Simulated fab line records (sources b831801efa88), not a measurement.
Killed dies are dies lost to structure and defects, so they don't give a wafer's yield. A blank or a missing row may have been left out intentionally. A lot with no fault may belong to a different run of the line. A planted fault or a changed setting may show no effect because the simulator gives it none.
Which tool was responsible? / flow sfq_line / 42 wafers from 14 lots sampled at 3 of the route's 325 steps

## WHAT THE GAUGES SHOWED, per wafer
SFQ_M6_RS_MEAS_938: uses a four-point probe to measure.
lot=L236; measured=day 56 00:43; on=film_metro-04; M6_NB_RS (ohm/sq)=0.891 0.901 0.881
lot=L237; measured=day 57 01:11; on=film_metro-03; M6_NB_RS (ohm/sq)=0.899 0.900 0.895
lot=L240; measured=day 60 08:50; on=film_metro-02; M6_NB_RS (ohm/sq)=0.881 0.901 0.877
lot=L241; measured=day 62 14:53; on=film_metro-04; M6_NB_RS (ohm/sq)=0.886 0.890 0.900
lot=L242; measured=day 62 16:05; on=film_metro-02; M6_NB_RS (ohm/sq)=0.874 0.880 0.865
lot=L243; measured=day 62 18:28; on=film_metro-04; M6_NB_RS (ohm/sq)=0.904 0.891 0.902
lot=L244; measured=day 62 22:12; on=film_metro-02; M6_NB_RS (ohm/sq)=0.876 0.879 0.882
lot=L245; measured=day 64 07:01; on=film_metro-04; M6_NB_RS (ohm/sq)=0.887 0.884 0.889
lot=L246; measured=day 67 05:27; on=film_metro-02; M6_NB_RS (ohm/sq)=0.883 0.871 0.889
lot=L247; measured=day 67 07:56; on=film_metro-02; M6_NB_RS (ohm/sq)=0.874 0.879 0.869
lot=L251; measured=day 68 17:08; on=film_metro-04; M6_NB_RS (ohm/sq)=0.886 0.872 0.885
lot=L252; measured=day 72 04:24; on=film_metro-03; M6_NB_RS (ohm/sq)=0.900 0.890 0.895
lot=L253; measured=day 72 09:39; on=film_metro-04; M6_NB_RS (ohm/sq)=0.903 0.889 0.901
lot=L255; measured=day 74 03:22; on=film_metro-03; M6_NB_RS (ohm/sq)=0.906 0.887 0.896

## WHAT TOOL EACH LOT RAN ON (gives the tool, then ch and the chambers of the sampled wafers, and finally the start)
lot=L236; SFQ_TRILAYER_R5_STRIP_STRIP_140=rie_metal-03 ch 0,1, day 51 09:41; SFQ_TRILAYER_M6_DEP_SPUTTER_157=pvd_sputter-05, day 56 00:38
lot=L237; SFQ_TRILAYER_R5_STRIP_STRIP_140=rie_metal-04 ch 0,1, day 51 14:05; SFQ_TRILAYER_M6_DEP_SPUTTER_157=pvd_sputter-05, day 57 01:03
lot=L240; SFQ_TRILAYER_R5_STRIP_STRIP_140=rie_metal-04 ch 0,1, day 55 17:05; SFQ_TRILAYER_M6_DEP_SPUTTER_157=pvd_sputter-05, day 60 08:45
lot=L241; SFQ_TRILAYER_R5_STRIP_STRIP_140=rie_metal-02 ch 0,1, day 56 19:28; SFQ_TRILAYER_M6_DEP_SPUTTER_157=pvd_sputter-05, day 62 14:47
lot=L242; SFQ_TRILAYER_R5_STRIP_STRIP_140=rie_metal-03 ch 0,1, day 57 03:52; SFQ_TRILAYER_M6_DEP_SPUTTER_157=pvd_sputter-04, day 62 16:00
lot=L243; SFQ_TRILAYER_R5_STRIP_STRIP_140=rie_metal-03 ch 0,1, day 57 06:16; SFQ_TRILAYER_M6_DEP_SPUTTER_157=pvd_sputter-05, day 62 18:23
lot=L244; SFQ_TRILAYER_R5_STRIP_STRIP_140=rie_metal-04 ch 0,1, day 59 06:31; SFQ_TRILAYER_M6_DEP_SPUTTER_157=pvd_sputter-04, day 62 22:07
lot=L245; SFQ_TRILAYER_R5_STRIP_STRIP_140=rie_metal-03 ch 0,1, day 59 07:55; SFQ_TRILAYER_M6_DEP_SPUTTER_157=pvd_sputter-04, day 64 06:53
lot=L246; SFQ_TRILAYER_R5_STRIP_STRIP_140=rie_metal-04 ch 0,1, day 62 09:10; SFQ_TRILAYER_M6_DEP_SPUTTER_157=pvd_sputter-04, day 67 05:20
lot=L247; SFQ_TRILAYER_R5_STRIP_STRIP_140=rie_metal-04 ch 0,1, day 62 10:22; SFQ_TRILAYER_M6_DEP_SPUTTER_157=pvd_sputter-06, day 67 07:51
lot=L251; SFQ_TRILAYER_R5_STRIP_STRIP_140=rie_metal-02 ch 0,1, day 68 01:05; SFQ_TRILAYER_M6_DEP_SPUTTER_157=pvd_sputter-06, day 68 17:03
lot=L252; SFQ_TRILAYER_R5_STRIP_STRIP_140=rie_metal-02 ch 0,1, day 68 03:29; SFQ_TRILAYER_M6_DEP_SPUTTER_157=pvd_sputter-06, day 72 04:17
lot=L253; SFQ_TRILAYER_R5_STRIP_STRIP_140=rie_metal-04 ch 0,1, day 68 06:37; SFQ_TRILAYER_M6_DEP_SPUTTER_157=pvd_sputter-06, day 72 09:32
lot=L255; SFQ_TRILAYER_R5_STRIP_STRIP_140=rie_metal-04 ch 0,1, day 70 02:46; SFQ_TRILAYER_M6_DEP_SPUTTER_157=pvd_sputter-04, day 74 03:14
- SFQ_TRILAYER_R5_STRIP_STRIP_140: strips in O2.
- SFQ_TRILAYER_M6_DEP_SPUTTER_157: material Nb, target thk 200 nm, time 133.3 s.

## WHAT THE TOOLS THEMSELVES READ (means of the sampled wafers that have a number; where no wafer has one, the mark that the record gives instead)
SFQ_TRILAYER_R5_STRIP_STRIP_140.
lot=L236; tool=rie_metal-03; drypump_motor_current_A (A)=6.1; oes_product_au (a.u.)=0.997
lot=L237; tool=rie_metal-04; drypump_motor_current_A (A)=5.6; oes_product_au (a.u.)=1.007
lot=L240; tool=rie_metal-04; drypump_motor_current_A (A)=5.6; oes_product_au (a.u.)=1.013
lot=L241; tool=rie_metal-02; drypump_motor_current_A (A)=6.3; oes_product_au (a.u.)=0.990
lot=L242; tool=rie_metal-03; drypump_motor_current_A (A)=5.9; oes_product_au (a.u.)=1.002
lot=L243; tool=rie_metal-03; drypump_motor_current_A (A)=5.9; oes_product_au (a.u.)=1.003
lot=L244; tool=rie_metal-04; drypump_motor_current_A (A)=5.7; oes_product_au (a.u.)=1.005
lot=L245; tool=rie_metal-03; drypump_motor_current_A (A)=6.1; oes_product_au (a.u.)=1.003
lot=L246; tool=rie_metal-04; drypump_motor_current_A (A)=5.6; oes_product_au (a.u.)=1.003
lot=L247; tool=rie_metal-04; drypump_motor_current_A (A)=5.6; oes_product_au (a.u.)=1.000
lot=L251; tool=rie_metal-02; drypump_motor_current_A (A)=6.3; oes_product_au (a.u.)=0.989
lot=L252; tool=rie_metal-02; drypump_motor_current_A (A)=6.3; oes_product_au (a.u.)=0.993
lot=L253; tool=rie_metal-04; drypump_motor_current_A (A)=5.4; oes_product_au (a.u.)=0.999
lot=L255; tool=rie_metal-04; drypump_motor_current_A (A)=5.7; oes_product_au (a.u.)=1.007

SFQ_TRILAYER_M6_DEP_SPUTTER_157.
lot=L236; tool=pvd_sputter-05; throttle_valve_pct (%)=30.3
lot=L237; tool=pvd_sputter-05; throttle_valve_pct (%)=30.5
lot=L240; tool=pvd_sputter-05; throttle_valve_pct (%)=30.1
lot=L241; tool=pvd_sputter-05; throttle_valve_pct (%)=30.5
lot=L242; tool=pvd_sputter-04; throttle_valve_pct (%)=29.7
lot=L243; tool=pvd_sputter-05; throttle_valve_pct (%)=30.2
lot=L244; tool=pvd_sputter-04; throttle_valve_pct (%)=30.3
lot=L245; tool=pvd_sputter-04; throttle_valve_pct (%)=29.6
lot=L246; tool=pvd_sputter-04; throttle_valve_pct (%)=30.2
lot=L247; tool=pvd_sputter-06; throttle_valve_pct (%)=30.3
lot=L251; tool=pvd_sputter-06; throttle_valve_pct (%)=29.5
lot=L252; tool=pvd_sputter-06; throttle_valve_pct (%)=29.6
lot=L253; tool=pvd_sputter-06; throttle_valve_pct (%)=29.2
lot=L255; tool=pvd_sputter-04; throttle_valve_pct (%)=29.7

## THE ANSWER, worked out from the rows above alone
Rule: what is usual is taken from the lots themselves. Put in order of their means at a reading, lots are off if they are a third of the lots or fewer, leave a main group of 4 or more, and stand apart from it by a gap of 3 or more times the standard deviation of the main group's means; of several such gaps the widest counts. If all means in a main group match to the digits the tables above print for the reading, that group is not used. A lot without any number at a reading at which 4 lots or more have one is off too. Any other lot the step has rows for is counted as sound. The gauges are gone through in route order, then the tools' own readings, and for those a lot's mean is taken as printed above. The first step at which some lot is off is used, and at that step the reading that is off furthest; a lot without a number counts as furthest.
Across all readings shown, no lot is off: no conclusion can be drawn from this.

## WHAT THE SIMULATOR PUT IN
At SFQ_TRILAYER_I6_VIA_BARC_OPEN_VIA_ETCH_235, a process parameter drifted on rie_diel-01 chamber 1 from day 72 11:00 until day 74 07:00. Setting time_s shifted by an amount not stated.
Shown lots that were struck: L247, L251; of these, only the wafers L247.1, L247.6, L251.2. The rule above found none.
